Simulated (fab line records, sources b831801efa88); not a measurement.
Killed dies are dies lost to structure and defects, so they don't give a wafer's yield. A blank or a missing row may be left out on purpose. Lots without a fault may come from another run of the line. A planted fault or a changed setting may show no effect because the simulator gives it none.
Problem report in the 8D (eight disciplines) form, filled by code | flow sky130 | the parts of the form that need people (team, actions taken, sign-off) are left out

1. THE PROBLEM
heater_power_total_W at SKY_RES_PROTECT_SOFTBAKE_03 reads a mean of 59.73 W on 3 wafers of 3 lots; wafers without a fault read 56.59 W with a standard deviation of 0.047. That is +67 standard deviations from the usual mean.
The step: time 60 s.
First seen on wafer L844.4, day 19 11:00, on litho_track-03. The record holds 42 wafers of 15 lots with a number at this step. Rule for "out", or "out of limits": more than 4 standard deviations from the usual mean. The other wafers with a number count as sound.

2. WHAT IT IS AND WHAT IT IS NOT
question                    | is                                 | is not
which readings at this step | heater_power_total_W, run_length_s | resist_line_temp_C
which lots                  | L844, L847, L849                   | L832, L833, L834, L835, L838, L839, L840, L841, L842, L843, L853, L854
which wafers of those lots  | L844.4, L847.2, L849.2             | L844.3, L847.3, L849.3
read on which tools         | litho_track-03                     | litho_track-02, litho_track-04
when                        | from day 19 11:00                  | up to then (31 sound wafers); but 8 sound wafers of L847, L849, L853, L854 came after

3. SUSPECTS, AND WHAT RULES EACH OUT
Counting: a tool at a process step up to the reading stays a suspect if it ran every lot that is out. Sound lots after the first of them don't rule it out here, since some wafers of a struck lot are sound.
- litho_track-03 at SKY_RES_PROTECT_SOFTBAKE_03 (time 60 s): kept. It ran every lot that is out, first L844 (day 19 11:00); its last sound lot up to then is L843 (day 19 03:30). Its own readings are out on those wafers: heater_power_total_W, run_length_s.
Left after counting: litho_track-03 at SKY_RES_PROTECT_SOFTBAKE_03.

4. THE CAUSE (what the simulator had put in)
Process parameter drift: litho_track-03, from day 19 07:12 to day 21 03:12, at SKY_RES_PROTECT_SOFTBAKE_03. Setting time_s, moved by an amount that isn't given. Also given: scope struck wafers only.
Counting left only this tool.

5. THE CHAIN OF EFFECTS, in route order
Each row: a reading whose mean over the struck wafers that have a number lies more than 3 standard deviations from the usual. Only readings for which the record gives a usual standard deviation are gone through. hours: the time from each lot's start at the first step in this table that gives one to its start at this step, as a median over the lots. sigmas: the change in usual standard deviations.
hours | step                        | reading              | usual   | on struck wafers | change | sigmas
0     | SKY_RES_PROTECT_SOFTBAKE_03 | heater_power_total_W | 56.59 W | 59.73            | +3.14  | +67
0     | SKY_RES_PROTECT_SOFTBAKE_03 | run_length_s         | 89.1 s  | 79.5             | -9.6   | -28
The process steps in it:
- SKY_RES_PROTECT_SOFTBAKE_03: time 60 s.
Readings that are blank on the struck wafers while sound wafers have them: plate_temp_C at SKY_RES_PROTECT_SOFTBAKE_03.
Later measuring or inspecting steps at which every struck wafer that the step has a row for has a number for every such reading, and none has moved that far: SKY_POLY_GATE_THK_MEAS_04, SKY_LDD_N_OVL_MEAS_07.

6. WHAT WOULD HAVE CAUGHT IT SOONER
In this record the first reading out of limits was taken at day 19 11:00, 4 hours after the fault began at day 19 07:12.
